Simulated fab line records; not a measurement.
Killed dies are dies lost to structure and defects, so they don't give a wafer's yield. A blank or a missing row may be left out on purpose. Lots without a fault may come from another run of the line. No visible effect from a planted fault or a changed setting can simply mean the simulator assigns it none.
Comparing a struck lot with a sound one	flow gf180mcu	15 steps out of a route of 602
Sound: the wafers L991.2, L991.3, L991.6. The struck wafers were L994.2, L994.4, L994.6. The cause is given at the end.
For every step that has rows: the tool of each side, followed by ch and its chambers, followed by its first start. Under that, the readings that differ: sound wafers	struck wafers	difference of the means	sigmas: that difference in standard deviations of wafers without a fault.
alike: a reading whose means differ by less than 2 such deviations, as well as words and numbers matching on both sides. not compared: withheld readings; readings where some wafer has no value; bounds like >300 that might hide an equal value; numbers whose values overlap and for which the record gives no deviation.
Wherever a step has rows on one side only, a row that says differs or no value, or a row with sigmas, the two part there. When numbers do not overlap yet have no deviation, they are printed without sigmas and do not part them. A reading that every wafer of one side lacks parts them only if that side has two wafers or more.

GF_V4_BOW_MEAS_05:
  struck on film metro-04, day 28 01:31; sound on film metro-02, day 26 18:37
  alike: V4_BOW
then, 8 steps without rows for these wafers: GF_V4_DEHYDRATE_06 (time 60 s); GF_V4_HMDS_07 (prime time 60 s); GF_V4_COAT_08; GF_V4_COAT_09 (resist thk 1000 nm); GF_V4_SOFTBAKE_10 (time 60 s); GF_V4_EXPOSE_11 (exposes mask Via4, target cd 260 nm); GF_V4_PEB_12 (peb time 90 s); GF_V4_DEVELOP_13 (develop time 60 s).
GF_V4_CD_MEAS_14 targets a cd of 260 nm.
  struck on cd sem-01, day 28 21:11; sound on cd sem-02, day 27 14:58
  alike: cd nm
GF_V4_OVL_MEAS_15:
  struck on overlay-02, day 28 21:17; sound on overlay-01, day 27 15:04
reading	sound	struck	difference	sigmas
V4_OVL (nm)	3 5 3	-11 -10 -14	-15	-3
GF_V4_ETCH_16: etches BARC in N2/H2.
  sound on rie diel-04 ch 0,1,3, day 27 15:05; struck on rie diel-03 ch 0,1,2, day 28 21:19
  alike: bias w, chamber pressure mTorr, drypump motor current A, n2 flow sccm, oes product au, throttle valve pct
GF_V4_ETCH_17: etches SiO2 in C4F8/O2/Ar, stops on TiN, target depth 630 nm.
  sound on rie diel-04 ch 0,1,3, day 27 15:00; struck on rie diel-03 ch 0,1,2, day 28 21:00
  no value came back on the struck wafers for bias w (W), chamber pressure mTorr (mTorr), oes product au (a.u.); on the sound wafers bias w (W) reads 1197 1204 1196
GF_V4_STRIP_18: strips in O2/N2.
  sound on plasma asher-04 ch 0,1, day 27 15:13; struck on plasma asher-03 ch 0,1, day 28 21:27
reading	sound	struck	difference	sigmas
oes product au (a.u.)	0.586 0.600 0.593	0.669 0.666 0.666	+0.074	+14
  alike: drypump motor current A, heater power w, n2 flow sccm
  not compared: rf hours counter h
then, 1 step without rows for these wafers: GF_V4_STRIP_19 (strips in post etch residue remover, time 1200 s).

## WHERE THEY PART
At GF_V4_OVL_MEAS_15 first; at GF_V4_STRIP_18 last (within this record only).

WHY: the cause the simulator had injected
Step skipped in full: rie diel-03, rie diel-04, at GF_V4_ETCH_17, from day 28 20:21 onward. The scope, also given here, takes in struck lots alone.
